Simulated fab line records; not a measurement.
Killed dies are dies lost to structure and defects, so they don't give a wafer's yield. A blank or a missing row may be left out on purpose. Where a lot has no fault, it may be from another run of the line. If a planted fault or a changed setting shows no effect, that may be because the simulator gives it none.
fab line records	flow sky130
record lots=6	wafers=18	last-day=49
route steps=708 shown LDD_P@264 LDD_HVN@267 LDD_HVP@278 LDD_LDN@289 SPACER@304 PAD_OPEN@708
lots that met no fault: from a run of the same line without faults
start-h: hours from the record's first day to the start of the lot's first wafer shown	wait-h: hours elapsed since this lot's preceding step	" same as the row above	L1.1+2: one row covering several wafers at once	- value missing, or start not given	* or withheld: withheld	< > ~ a bound
route shown NAME@n: a module of which the file shows steps, and the number in the route of the first	usual: the fault-free wafers' mean and standard deviation	same: alike in all rows	chamber/n: place in a boat	sites: the reading at each site	_std_site: their standard deviation	_edge_site: outer sites' mean less inner sites'	radius-mm: how far each site lies from the wafer's centre	mask NAME#n: copy n	behind: the tool/chamber that last shaped the wafer	hold: what put the lot on hold/how long, in hours/how the hold closed	device: whichever transistor did not switch (one of n, p or np)	end of line: tests run on the same wafers once the route is complete	for a step that has no rows: nothing shown but its recipe	killed: count of dies lost to structure and defects at first sort (not the wafer's yield)	map: shows each die of a wafer: x if killed, . if not, _ if none is there
set.NAME: setting as actually run; set.NAME@STEP: the setting as run at that earlier step	model.NAME: the simulator's own value behind a step, which no gauge read
lots seen at some steps along the route; tables by step, rows by wafer
services: from which hour (start-h, from the record's first day; less than 0 if before it) a tool's chamber was out of use, for how many hours, and why
## steps
# step SKY_LDD_P_IMPLANT_09
# recipe species=BF2	energy-kev=25	dose-cm2=1e+13	tilt-deg=withheld
# step SKY_LDD_P_STRIP_10
# recipe chemistry=O2/N2	power-w=1400	pressure-mtorr=1500	platen-temp-c=withheld	o2-flow-sccm=3000	n2-flow-sccm=300	overash-fraction=0.5
# usual chamber-pressure-mTorr=1500.0/1.4	drypump-motor-current-A=5.4/0.53	oes-product-au=0.716/0.0048	strip-time-to-endpoint-s=14.17/0.041
lot.wafer	tool	chamber	start-h	wait-h	chamber-pressure-mTorr	drypump-motor-current-A	oes-product-au	rf-hours-counter-h	strip-time-to-endpoint-s
L760.1	plasma-asher-01	1	441.58	0.1	1502.2	5.6	0.720	75	14.16
L760.5	"	0	"	"	1501.0	5.9	0.720	-	14.11
L760.6	"	1	"	"	1500.2	5.7	0.718	-	14.14
L765.1	plasma-asher-01	1	482.34	0.1	1502.2	5.7	0.716	79	14.23
L765.2	"	0	"	"	1502.4	5.9	0.719	79	14.18
L765.6	"	0	"	"	1498.5	5.8	0.709	-	14.21
L767.3	plasma-asher-01	1	502.34	0.1	1499.7	5.7	0.721	-	14.13
L767.5	"	1	"	"	1502.3	5.7	0.721	-	14.17
L767.6	"	0	"	"	1499.7	5.9	0.712	-	14.19
L769.2	plasma-asher-03	1	523.04	0.1	1498.7	4.9	0.713	43	14.09
L769.4	"	0	"	"	1500.7	6.1	0.714	-	14.15
L769.6	"	1	"	"	1500.6	4.9	0.719	-	14.15
L777.1	plasma-asher-03	1	590.29	0.1	1502.5	5.0	0.714	50	14.14
L777.3	"	0	"	"	1501.7	6.1	0.720	-	14.18
L777.5	"	0	"	"	1501.2	6.1	0.707	-	14.17
L778.1	plasma-asher-02	1	601.89	0.1	1500.5	4.9	0.719	75	14.24
L778.3	"	1	"	"	1499.0	4.8	0.720	-	14.21
L778.5	"	1	"	"	1501.9	4.8	0.713	-	14.18
# step SKY_LDD_P_TW_MEAS_11
# usual LDD_P_TW=635/6.2
lot.wafer	tool	chamber	start-h	wait-h	LDD_P_TW
L760.1	film-metro-01	-	441.68	0.1	626
L760.5	"	-	"	"	626
L760.6	"	-	"	"	623
L765.1	film-metro-03	-	482.44	0.1	640
L765.2	"	-	"	"	639
L765.6	"	-	"	"	640
L767.3	film-metro-03	-	502.42	0.1	642
L767.5	"	-	"	"	642
L767.6	"	-	"	"	642
L769.2	film-metro-04	-	523.15	0.1	635
L769.4	"	-	"	"	633
L769.6	"	-	"	"	632
L777.1	film-metro-04	-	590.39	0.1	634
L777.3	"	-	"	"	634
L777.5	"	-	"	"	635
L778.1	film-metro-04	-	601.99	0.1	636
L778.3	"	-	"	"	634
L778.5	"	-	"	"	636
# step SKY_LDD_HVN_DEHYDRATE_00
# recipe temp-c=200	time-s=60
# step SKY_LDD_HVN_HMDS_01
# recipe prime-time-s=60	prime-temp-c=120
# step SKY_LDD_HVN_COAT_02
# recipe resist=NOVOLAK	spin-rpm=3000	resist-thk-nm=300
# step SKY_LDD_HVN_SOFTBAKE_03
# recipe temp-c=90	time-s=60	resist=NOVOLAK
# step SKY_LDD_HVN_EXPOSE_04
# recipe mask-id=HVNTM	na=0.6	source-shape=conventional	sigma-outer=0.6	polarization=unpolarized	target-cd-nm=700	dose-mj=127
# step SKY_LDD_HVN_PEB_05
# recipe temp-c=withheld	time-s=*	resist=NOVOLAK
# step SKY_LDD_HVN_DEVELOP_06
# recipe resist=NOVOLAK	developer=TMAH	develop-time-s=60	dev-temp-c=23
# step SKY_LDD_HVN_OVL_MEAS_07
# usual LDD_HVN_OVL=-0.1/1.3
lot.wafer	tool	chamber	start-h	wait-h	LDD_HVN_OVL[nm]
L760.1	overlay-02	-	472.04	0.1	-0.4
L760.5	"	-	"	"	0.3
L760.6	"	-	"	"	-0.6
L765.1	overlay-02	-	512.75	0.1	0.3
L765.2	"	-	"	"	-1.8
L765.6	"	-	"	"	-0.8
L767.3	overlay-01	-	533.30	0.1	1.6
L767.5	"	-	"	"	0.6
L767.6	"	-	"	"	-0.7
L769.2	overlay-02	-	553.31	0.1	1.7
L769.4	"	-	"	"	-1.1
L769.6	"	-	"	"	1.6
L777.1	overlay-02	-	619.74	0.1	0.1
L777.3	"	-	"	"	-1.5
L777.5	"	-	"	"	-1.1
L778.1	overlay-01	-	630.60	0.1	0.4
L778.3	"	-	"	"	2.1
L778.5	"	-	"	"	2.2
# step SKY_LDD_HVN_IMPLANT_08
# recipe species=P	energy-kev=60	dose-cm2=3e+13	tilt-deg=40
# step SKY_LDD_HVN_STRIP_09
# recipe chemistry=O2/N2	power-w=1400	pressure-mtorr=1500	platen-temp-c=withheld	o2-flow-sccm=3000	n2-flow-sccm=300	overash-fraction=0.5
# usual chamber-pressure-mTorr=1500.1/1.5	drypump-motor-current-A=5.5/0.36	oes-product-au=0.408/0.0044	strip-time-to-endpoint-s=4.132/0.015
lot.wafer	tool	chamber	start-h	wait-h	chamber-pressure-mTorr	drypump-motor-current-A	oes-product-au	rf-hours-counter-h	strip-time-to-endpoint-s
L760.1	plasma-asher-03	1	472.22	0.1	1501.7	5.0	0.411	38	4.116
L760.5	"	1	"	"	1498.1	5.0	0.415	-	4.096
L760.6	"	0	"	"	1500.4	6.1	0.408	-	4.118
L765.1	plasma-asher-04	1	512.94	0.1	1496.0	5.3	0.406	8	4.131
L765.2	"	0	"	"	1499.3	5.4	0.398	8	4.140
L765.6	"	0	"	"	1500.6	5.4	0.408	-	4.125
L767.3	plasma-asher-01	0	533.51	0.1	1500.5	5.9	0.409	-	4.140
L767.5	"	0	"	"	1502.9	5.9	0.404	-	4.124
L767.6	"	1	"	"	1501.2	5.7	0.411	-	4.136
L769.2	plasma-asher-04	1	553.49	0.1	1500.3	5.3	0.410	12	4.116
L769.4	"	0	"	"	1501.1	5.4	0.410	-	4.117
L769.6	"	1	"	"	1499.8	5.3	0.406	-	4.107
L777.1	plasma-asher-01	0	619.92	0.1	1501.8	5.9	0.410	92	4.120
L777.3	"	0	"	"	1502.4	5.9	0.402	-	4.143
L777.5	"	0	"	"	1500.2	5.9	0.410	-	4.127
L778.1	plasma-asher-01	0	630.79	0.1	1502.0	5.9	0.402	93	4.135
L778.3	"	1	"	"	1499.7	5.7	0.407	-	4.124
L778.5	"	1	"	"	1500.7	5.7	0.409	-	4.133
# step SKY_LDD_HVN_TW_MEAS_10
# usual LDD_HVN_TW=1446/9.8
lot.wafer	tool	chamber	start-h	wait-h	LDD_HVN_TW
L760.1	film-metro-02	-	472.32	0.1	1446
L760.5	"	-	"	"	1452
L760.6	"	-	"	"	1438
L765.1	film-metro-04	-	513.04	0.1	1433
L765.2	"	-	"	"	1428
L765.6	"	-	"	"	1429
L767.3	film-metro-02	-	533.59	0.1	1460
L767.5	"	-	"	"	1453
L767.6	"	-	"	"	1456
L769.2	film-metro-03	-	553.60	0.1	1447
L769.4	"	-	"	"	1456
L769.6	"	-	"	"	1452
L777.1	film-metro-03	-	620.02	0.1	1465
L777.3	"	-	"	"	1458
L777.5	"	-	"	"	1455
L778.1	film-metro-03	-	630.89	0.1	1450
L778.3	"	-	"	"	1459
L778.5	"	-	"	"	1461
# step SKY_LDD_HVP_DEHYDRATE_00
# recipe temp-c=200	time-s=60
# step SKY_LDD_HVP_HMDS_01
# recipe prime-time-s=60	prime-temp-c=120
# step SKY_LDD_HVP_COAT_02
# recipe resist=NOVOLAK	spin-rpm=3000	resist-thk-nm=300
# step SKY_LDD_HVP_SOFTBAKE_03
# recipe temp-c=90	time-s=60	resist=NOVOLAK
# step SKY_LDD_HVP_EXPOSE_04
# recipe mask-id=HVPTM	na=0.6	source-shape=conventional	sigma-outer=0.6	polarization=unpolarized	target-cd-nm=700	dose-mj=86
# step SKY_LDD_HVP_PEB_05
# recipe temp-c=withheld	time-s=*	resist=NOVOLAK
# step SKY_LDD_HVP_DEVELOP_06
# recipe resist=NOVOLAK	developer=TMAH	develop-time-s=60	dev-temp-c=23
# step SKY_LDD_HVP_OVL_MEAS_07
# usual LDD_HVP_OVL=-0.3/1.3
lot.wafer	tool	chamber	start-h	wait-h	LDD_HVP_OVL[nm]
L760.1	overlay-01	-	502.50	0.1	-1.5
L760.5	"	-	"	"	-1.7
L760.6	"	-	"	"	-1.1
L765.1	overlay-01	-	543.18	0.1	-1.1
L765.2	"	-	"	"	-1.2
L765.6	"	-	"	"	-1.4
L767.3	overlay-01	-	563.79	0.1	-0.3
L767.5	"	-	"	"	-0.1
L767.6	"	-	"	"	-1.3
L769.2	overlay-01	-	582.58	0.1	1.6
L769.4	"	-	"	"	-1.1
L769.6	"	-	"	"	0.9
L777.1	overlay-01	-	648.10	0.1	0.8
L777.3	"	-	"	"	0.3
L777.5	"	-	"	"	1.2
L778.1	overlay-02	-	658.85	0.1	-1.5
L778.3	"	-	"	"	-3.3
L778.5	"	-	"	"	0.3
# step SKY_LDD_HVP_IMPLANT_08
# recipe species=B	energy-kev=20	dose-cm2=1.7e+13	tilt-deg=17.9
# step SKY_LDD_HVP_STRIP_09
# recipe chemistry=O2/N2	power-w=1400	pressure-mtorr=1500	platen-temp-c=withheld	o2-flow-sccm=3000	n2-flow-sccm=300	overash-fraction=0.5
# usual chamber-pressure-mTorr=1500.2/1.5	drypump-motor-current-A=5.4/0.45	oes-product-au=0.408/0.0051	strip-time-to-endpoint-s=4.132/0.016
lot.wafer	tool	chamber	start-h	wait-h	chamber-pressure-mTorr	drypump-motor-current-A	oes-product-au	rf-hours-counter-h	strip-time-to-endpoint-s
L760.1	plasma-asher-03	1	502.69	0.1	1498.9	5.0	0.398	41	4.096
L760.5	"	0	"	"	1501.0	6.1	0.409	-	4.103
L760.6	"	1	"	"	1498.8	5.0	0.403	-	4.112
L765.1	plasma-asher-04	0	543.36	0.1	1502.6	5.4	0.412	11	4.149
L765.2	"	1	"	"	1501.4	5.3	0.416	11	4.151
L765.6	"	1	"	"	1501.7	5.3	0.414	-	4.155
L767.3	plasma-asher-03	1	564.00	0.1	1500.5	5.0	0.414	-	4.139
L767.5	"	0	"	"	1499.8	6.1	0.417	-	4.118
L767.6	"	1	"	"	1498.9	4.9	0.414	-	4.156
L769.2	plasma-asher-04	0	582.76	0.1	1498.8	5.4	0.417	15	4.127
L769.4	"	1	"	"	1496.6	5.3	0.407	-	4.142
L769.6	"	0	"	"	1502.8	5.5	0.408	-	4.147
L777.1	plasma-asher-03	1	648.29	0.1	1500.1	5.0	0.409	56	4.146
L777.3	"	0	"	"	1502.5	6.1	0.407	-	4.140
L777.5	"	1	"	"	1500.6	5.0	0.408	-	4.141
L778.1	plasma-asher-03	0	659.04	0.1	1499.0	6.1	0.399	57	4.130
L778.3	"	0	"	"	1500.1	6.1	0.403	-	4.142
L778.5	"	0	"	"	1500.0	6.2	0.409	-	4.148
# step SKY_LDD_HVP_TW_MEAS_10
# usual LDD_HVP_TW=458/4.1
lot.wafer	tool	chamber	start-h	wait-h	LDD_HVP_TW
L760.1	film-metro-02	-	502.79	0.1	460
L760.5	"	-	"	"	461
L760.6	"	-	"	"	460
L765.1	film-metro-01	-	543.46	0.1	452
L765.2	"	-	"	"	453
L765.6	"	-	"	"	452
L767.3	film-metro-03	-	564.08	0.1	463
L767.5	"	-	"	"	461
L767.6	"	-	"	"	462
L769.2	film-metro-03	-	582.87	0.1	463
L769.4	"	-	"	"	462
L769.6	"	-	"	"	460
L777.1	film-metro-03	-	648.39	0.1	462
L777.3	"	-	"	"	461
L777.5	"	-	"	"	461
L778.1	film-metro-03	-	659.14	0.1	459
L778.3	"	-	"	"	458
L778.5	"	-	"	"	459
# step SKY_LDD_LDN_DEHYDRATE_00
# recipe temp-c=200	time-s=60
# step SKY_LDD_LDN_HMDS_01
# recipe prime-time-s=60	prime-temp-c=120
# step SKY_LDD_LDN_COAT_02
# recipe resist=NOVOLAK	spin-rpm=3000	resist-thk-nm=1140
# step SKY_LDD_LDN_SOFTBAKE_03
# recipe temp-c=90	time-s=60	resist=NOVOLAK
# step SKY_LDD_LDN_EXPOSE_04
# recipe mask-id=LDNTM	na=0.6	source-shape=conventional	sigma-outer=0.6	polarization=unpolarized	target-cd-nm=700	dose-mj=140
# step SKY_LDD_LDN_PEB_05
# recipe temp-c=withheld	time-s=*	resist=NOVOLAK
# step SKY_LDD_LDN_DEVELOP_06
# recipe resist=NOVOLAK	developer=TMAH	develop-time-s=60	dev-temp-c=23
# step SKY_LDD_LDN_OVL_MEAS_07
# usual LDD_LDN_OVL=-0.8/1.6
lot.wafer	tool	chamber	start-h	wait-h	LDD_LDN_OVL[nm]
L760.1	overlay-02	-	533.64	0.1	-0.3
L760.5	"	-	"	"	0.5
L760.6	"	-	"	"	-1.4
L765.1	overlay-02	-	572.84	0.1	-0.5
L765.2	"	-	"	"	-2.4
L765.6	"	-	"	"	-1.9
L767.3	overlay-02	-	593.05	0.1	-3.1
L767.5	"	-	"	"	-2.8
L767.6	"	-	"	"	0.7
L769.2	overlay-01	-	611.59	0.1	0.3
L769.4	"	-	"	"	1.0
L769.6	"	-	"	"	0.4
L777.1	overlay-02	-	675.89	0.1	0.9
L777.3	"	-	"	"	-0.1
L777.5	"	-	"	"	0.2
L778.1	overlay-02	-	686.93	0.1	0.1
L778.3	"	-	"	"	1.3
L778.5	"	-	"	"	-1.6
# step SKY_LDD_LDN_IMPLANT_08
# recipe species=As	energy-kev=15	dose-cm2=1.25e+13	tilt-deg=withheld	rotation-deg=23
# step SKY_LDD_LDN_IMPLANT_09
# recipe species=As	energy-kev=15	dose-cm2=1.25e+13	tilt-deg=withheld	rotation-deg=113
# step SKY_LDD_LDN_IMPLANT_10
# recipe species=As	energy-kev=15	dose-cm2=1.25e+13	tilt-deg=withheld	rotation-deg=203
# step SKY_LDD_LDN_IMPLANT_11
# recipe species=As	energy-kev=15	dose-cm2=1.25e+13	tilt-deg=withheld	rotation-deg=293
# step SKY_LDD_LDN_STRIP_12
# recipe chemistry=O2/N2	power-w=1400	pressure-mtorr=1500	platen-temp-c=withheld	o2-flow-sccm=3000	n2-flow-sccm=300	overash-fraction=0.5
# usual chamber-pressure-mTorr=1499.9/1.4	drypump-motor-current-A=5.4/0.39	oes-product-au=0.716/0.0041	strip-time-to-endpoint-s=14.19/0.039
lot.wafer	tool	chamber	start-h	wait-h	chamber-pressure-mTorr	drypump-motor-current-A	oes-product-au	rf-hours-counter-h	strip-time-to-endpoint-s
L760.1	plasma-asher-01	1	534.27	0.1	1500.7	5.7	0.714	84	14.21
L760.5	"	1	"	"	1497.6	5.7	0.721	-	14.15
L760.6	"	0	"	"	1500.9	5.9	0.717	-	14.18
L765.1	plasma-asher-04	1	573.47	0.1	1499.3	5.3	0.716	14	14.26
L765.2	"	0	"	"	1498.1	5.4	0.717	14	14.22
L765.6	"	0	"	"	1500.7	5.4	0.715	-	14.27
L767.3	plasma-asher-04	0	593.71	0.1	1500.9	5.4	0.715	-	14.20
L767.5	"	1	"	"	1502.3	5.3	0.714	-	14.19
L767.6	"	0	"	"	1500.2	5.4	0.711	-	14.19
L769.2	plasma-asher-02	1	612.22	0.1	1499.7	4.8	0.711	76	14.19
L769.4	"	1	"	"	1498.6	4.8	0.715	-	14.11
L769.6	"	1	"	"	1500.1	4.8	0.711	-	14.17
L777.1	plasma-asher-04	1	676.52	0.1	1498.5	5.3	0.718	25	14.19
L777.3	"	0	"	"	1499.2	5.5	0.717	-	14.19
L777.5	"	0	"	"	1501.5	5.5	0.711	-	14.23
L778.1	plasma-asher-01	1	687.56	0.1	1498.7	5.7	0.716	99	14.19
L778.3	"	0	"	"	1498.9	5.9	0.715	-	14.20
L778.5	"	0	"	"	1499.2	5.8	0.715	-	14.19
# step SKY_LDD_LDN_TW_MEAS_13
# usual LDD_LDN_TW=1471/10
lot.wafer	tool	chamber	start-h	wait-h	LDD_LDN_TW
L760.1	film-metro-04	-	534.37	0.1	1478
L760.5	"	-	"	"	1474
L760.6	"	-	"	"	1478
L765.1	film-metro-04	-	573.57	0.1	1475
L765.2	"	-	"	"	1468
L765.6	"	-	"	"	1470
L767.3	film-metro-04	-	593.79	0.1	1474
L767.5	"	-	"	"	1468
L767.6	"	-	"	"	1477
L769.2	film-metro-04	-	612.37	0.1	1478
L769.4	"	-	"	"	1478
L769.6	"	-	"	"	1474
L777.1	film-metro-04	-	676.62	0.1	1472
L777.3	"	-	"	"	1468
L777.5	"	-	"	"	1468
L778.1	film-metro-02	-	687.66	0.1	1485
L778.3	"	-	"	"	1482
L778.5	"	-	"	"	1477
# step SKY_LDD_LDN_CLEAN_14
# recipe chemistry=SC1/SC2	mix=1:4:20	temp-c=70	time-s=150	dry=n2-spin
# step SKY_SPACER_CVD_00
# recipe material=Si3N4	precursor=DCS/NH3	target-thk-nm=43.1	temp-c=770	time-s=740	pressure-mtorr=250
# step SKY_SPACER_THK_MEAS_01
# recipe reads=Si3N4_of_SPACER_CVD_00
# usual SPACER_CVD_00_THK=42.9/0.45
lot.wafer	tool	chamber	start-h	wait-h	SPACER_CVD_00_THK[nm]
L760.1	film-metro-03	-	535.69	0.0	42.6
L760.5	"	-	"	"	41.9
L760.6	"	-	"	"	42.5
L765.1	film-metro-03	-	574.89	0.0	42.5
L765.2	"	-	"	"	42.4
L765.6	"	-	"	"	42.3
L767.3	film-metro-01	-	596.81	0.0	42.7
L767.5	"	-	"	"	42.2
L767.6	"	-	"	"	42.6
L769.2	film-metro-04	-	613.69	0.0	43.4
L769.4	"	-	"	"	43.0
L769.6	"	-	"	"	43.3
L777.1	film-metro-03	-	678.60	0.0	43.6
L777.3	"	-	"	"	43.7
L777.5	"	-	"	"	44.1
L778.1	film-metro-03	-	689.73	0.0	43.0
L778.3	"	-	"	"	43.4
L778.5	"	-	"	"	42.9
# step SKY_PAD_OPEN_PROBE_99
# usual killed_at_M0_to_M3=43/7.5	killed_at_M4_up=3.3/1.9	killed-at-contacts=24/4.6	killed-at-front-end=16/4.9	killed-at-other=0.2/0.46	killed-dies=87/9.1	killed-open=47/7.4	killed-short=39/6.6
# same gross-dies=492	killed-at-back-side=0
lot.wafer	tool	chamber	start-h	wait-h	hold	killed_at_M0_to_M3	killed_at_M4_up	killed-at-contacts	killed-at-front-end	killed-at-other	killed-dies	killed-open	killed-short
L760.1	prober-02	-	1078.93	0.1	-	37	0	21	24	0	82	42	40
L760.5	prober-02	-	1079.13	0.2	-	50	3	27	8	0	88	46	42
L760.6	prober-02	-	1079.18	0.2	-	39	2	24	20	1	86	45	41
L765.1	prober-02	-	1106.26	0.1	-	31	3	27	30	0	91	48	42
L765.2	prober-02	-	1106.31	0.1	-	47	1	30	14	1	93	51	40
L765.6	prober-02	-	1106.51	0.2	-	62	0	21	17	0	100	59	40
L767.3	prober-02	-	1122.65	0.2	-	37	1	18	18	0	74	39	34
L767.5	prober-02	-	1122.75	0.2	-	38	1	25	23	0	87	49	38
L767.6	prober-02	-	1122.80	0.2	-	38	2	24	20	0	84	47	37
L769.2	prober-02	-	1132.56	0.1	-	51	1	23	10	2	87	41	45
L769.4	prober-02	-	1132.66	0.2	-	38	3	24	16	1	82	47	35
L769.6	prober-02	-	1132.76	0.2	-	37	4	20	21	0	82	37	44
L777.1	prober-02	-	1173.96	0.1	await-dispo/6.0h/release	33	4	21	61	0	119	36	35
L777.3	prober-02	-	1174.06	0.2	await-dispo/6.0h/release	31	5	15	61	0	112	37	23
L777.5	prober-02	-	1174.16	0.2	await-dispo/6.0h/release	29	6	17	64	0	116	32	36
L778.1	prober-01	-	1181.30	0.1	await-dispo/2.5h/release	45	3	25	65	0	138	51	32
L778.3	prober-01	-	1181.40	0.2	await-dispo/2.5h/release	29	4	21	80	0	134	38	30
L778.5	prober-01	-	1181.50	0.2	await-dispo/2.5h/release	41	4	17	80	0	142	43	32
# killed by level:class
L760.1 VIA1:geometric-particle:open=11 FIELD_ISO:geometric-particle:short=10 LI_CONTACT:geometric-particle:open=8 POLY_GATE:geometric-particle:open=5 CONTACT:geometric-particle:open=5 FIELD_ISO:geometric-particle:open=4 VIA1:geometric-particle:short=4 CONTACT:geometric-particle:short=4
L760.5 CONTACT:geometric-particle:open=13 VIA1:geometric-particle:open=9 METAL2:geometric-particle:short=8 VIA3:geometric-particle:short=6 VIA3:geometric-particle:open=6 VIA2:geometric-particle:short=6 LI_CONTACT:geometric-particle:open=5 CONTACT:geometric-particle:short=5
L760.6 CONTACT:geometric-particle:open=11 FIELD_ISO:geometric-particle:open=8 METAL1:geometric-particle:short=8 VIA1:geometric-particle:short=7 VIA2:geometric-particle:open=6 LI_CONTACT:geometric-particle:open=5 METAL2:geometric-particle:short=5 VIA3:geometric-particle:open=5
L765.1 CONTACT:geometric-particle:open=14 FIELD_ISO:geometric-particle:short=11 FIELD_ISO:geometric-particle:open=7 VIA1:geometric-particle:open=7 METAL2:geometric-particle:short=6 VIA3:geometric-particle:open=5 POLY_GATE:geometric-particle:short=4 SPACER:geometric-particle:open=4
L765.2 CONTACT:geometric-particle:open=11 VIA2:geometric-particle:open=8 VIA3:geometric-particle:open=7 CONTACT:geometric-particle:short=6 METAL1:geometric-particle:short=6 FIELD_ISO:geometric-particle:open=5 LI_CONTACT:geometric-particle:open=5 METAL2:geometric-particle:short=5
L765.6 VIA1:geometric-particle:open=16 VIA2:geometric-particle:open=10 METAL2:geometric-particle:short=8 CONTACT:geometric-particle:open=7 LOCAL_INTERCONNECT:geometric-particle:short=6 METAL1:geometric-particle:short=6 VIA3:geometric-particle:open=6 FIELD_ISO:geometric-particle:short=5
L767.3 VIA1:geometric-particle:open=10 VIA2:geometric-particle:open=7 METAL2:geometric-particle:short=6 FIELD_ISO:geometric-particle:short=5 CONTACT:geometric-particle:open=5 VIA3:geometric-particle:open=5 POLY_GATE:geometric-particle:open=4 LOCAL_INTERCONNECT:geometric-particle:short=4
L767.5 VIA1:geometric-particle:open=10 CONTACT:geometric-particle:open=9 FIELD_ISO:geometric-particle:short=8 LI_CONTACT:geometric-particle:open=7 LOCAL_INTERCONNECT:geometric-particle:short=6 VIA3:geometric-particle:open=6 FIELD_ISO:geometric-particle:open=5 METAL1:geometric-particle:short=5
L767.6 FIELD_ISO:geometric-particle:open=8 LI_CONTACT:geometric-particle:open=7 METAL1:geometric-particle:short=7 VIA1:geometric-particle:open=7 POLY_GATE:geometric-particle:open=5 LOCAL_INTERCONNECT:geometric-particle:short=5 CONTACT:geometric-particle:open=5 VIA3:geometric-particle:open=5
L769.2 CONTACT:geometric-particle:open=13 VIA1:geometric-particle:open=11 VIA1:geometric-particle:short=8 VIA3:geometric-particle:short=6 METAL2:geometric-particle:short=5 VIA2:geometric-particle:short=5 CONTACT:geometric-particle:short=4 METAL1:geometric-particle:short=4
L769.4 VIA1:geometric-particle:open=10 CONTACT:geometric-particle:short=8 VIA2:geometric-particle:open=8 FIELD_ISO:geometric-particle:open=7 CONTACT:geometric-particle:open=7 VIA3:geometric-particle:open=5 LOCAL_INTERCONNECT:geometric-particle:short=4 VIA1:geometric-particle:short=4
L769.6 METAL1:geometric-particle:short=8 VIA3:geometric-particle:open=7 CONTACT:geometric-particle:short=6 CONTACT:geometric-particle:open=6 VIA1:geometric-particle:open=6 FIELD_ISO:geometric-particle:open=5 POLY_GATE:geometric-particle:short=5 METAL2:geometric-particle:short=5
L777.1 LDD_HVN:unspecified=46 CONTACT:geometric-particle:open=7 VIA1:geometric-particle:open=6 POLY_GATE:geometric-particle:short=6 LI_CONTACT:geometric-particle:open=6 METAL2:geometric-particle:short=5 VIA3:geometric-particle:open=5 VIA2:geometric-particle:open=4
L777.3 LDD_HVN:unspecified=50 CONTACT:geometric-particle:open=9 VIA2:geometric-particle:open=5 LI_CONTACT:geometric-particle:open=5 VIA1:geometric-particle:open=5 VIA3:geometric-particle:open=5 METAL4:geometric-particle:short=5 VIA3:geometric-particle:short=4
L777.5 LDD_HVN:unspecified=48 LI_CONTACT:geometric-particle:open=6 VIA3:geometric-particle:open=6 FIELD_ISO:geometric-particle:short=5 POLY_GATE:geometric-particle:short=5 METAL4:geometric-particle:short=5 VIA1:geometric-particle:open=4 CONTACT:geometric-particle:short=4
L778.1 LDD_HVN:unspecified=55 VIA1:geometric-particle:open=16 LI_CONTACT:geometric-particle:open=9 VIA2:geometric-particle:open=8 CONTACT:geometric-particle:open=6 METAL3:geometric-particle:short=6 VIA1:geometric-particle:short=5 LOCAL_INTERCONNECT:geometric-particle:short=4
L778.3 LDD_HVN:unspecified=66 CONTACT:geometric-particle:open=8 VIA2:geometric-particle:open=7 VIA3:geometric-particle:open=5 LI_CONTACT:geometric-particle:open=5 CONTACT:geometric-particle:short=5 POLY_GATE:geometric-particle:open=4 METAL1:geometric-particle:short=4
L778.5 LDD_HVN:unspecified=66 VIA1:geometric-particle:open=12 CONTACT:geometric-particle:open=7 VIA2:geometric-particle:open=6 FIELD_ISO:geometric-particle:open=5 LI_CONTACT:geometric-particle:open=5 VIA2:geometric-particle:short=5 FIELD_ISO:geometric-particle:short=4
# map L777.1 (x killed, . not)
__________x.x...x.x._________
________.x.....x......_______
______......xxx..x...x.._____
_____..............x.....____
____........x.x...x.......___
___...x....x..x............__
__...x.x......x............._
_.....x....xx.....x.....x....
_.....x...x.x.....xx....x....
_....x.x.................x.x.
_x...........x...............
_..x....x.........x......xx..
_.....x..x...x...x.....x...x.
_..x........x...x......x.....
_....xx....x...x...x........x
__.....x.....x.....xx..x...x_
___...x..........xxxxxx....__
____xx.......x.xxxxxxxxx..___
_____.........xxxxxxxxxx.____
______....xx.xxxxxxxxxxx_____
________.......xxxxxxx_______
__________.....xxxxx_________
# map L778.5 (x killed, . not)
__________......x..._________
________...x.........._______
______.x................_____
_____.x..........x.......____
____...x...xx..xx.xxx.x...___
___.xx....x..x.xxxxxxx..x.x__
__..x....x...xxxxxxxxxx....x_
_....x........xxxxxxxxxxxx.x.
_......x.x.x.xxxxxxxxxxxx.x..
_......x....x.xxxxxxxxxx.....
_..x...x....x..xxxxxxxx.x.x..
_..........x.....xxxxx.....x.
_...xx.........x..xx....x....
_.....x.........xx.x..x.x....
_x...x......x.......x...x....
__xx....x.xxx..............._
___...x...........x........__
____...x..xx..........x..x___
_____.........x.......x..____
______........x.....x.x._____
________..xx...x...x.._______
__________...x......_________
## services
tool	chamber	start-h	hours	kind
plasma-asher-04	-	421.25	9.0	pm
plasma-asher-04	0	421.25	9.0	vent-cycle
plasma-asher-04	1	421.25	9.0	vent-cycle
plasma-asher-04	0	430.25	-	clean
plasma-asher-04	1	430.25	-	clean
plasma-asher-01	-	440.15	0.6	repair
plasma-asher-04	-	470.01	3.1	repair
plasma-asher-02	-	551.04	1.3	repair
plasma-asher-01	-	590.03	6.1	repair
plasma-asher-03	-	615.88	0.7	repair
plasma-asher-02	-	679.76	4.4	repair
## key
first-sign step=SKY_PAD_OPEN_PROBE_99	reading=killed-at-front-end	direction=up	sigmas=11	usual=16	struck=68
effect step=SKY_PAD_OPEN_PROBE_99	reading=killed-dies	direction=up	sigmas=4.4	usual=87	struck=127
met-at SKY_LDD_HVN_STRIP_09
struck-wafers L777.1,L777.3,L777.5,L778.1,L778.3,L778.5
tester-left-out L777,L778
onset-between 533.51 619.92
also-fits time
fault kind=chamber-particle-source	tool=plasma-asher-01	chamber=-	onset-h=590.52	steps=SKY_LDD_HVN_STRIP_09	rate-per-visit-cm2=1.7315	end-h=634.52
# tester-left-out: of these lots the tester's yield and bins aren't shown, on N5 and GAA mostly nor the transistor test; their killed dies are dies lost to structure and defects alone, not to doping, threshold or leakage, so they don't give the yield
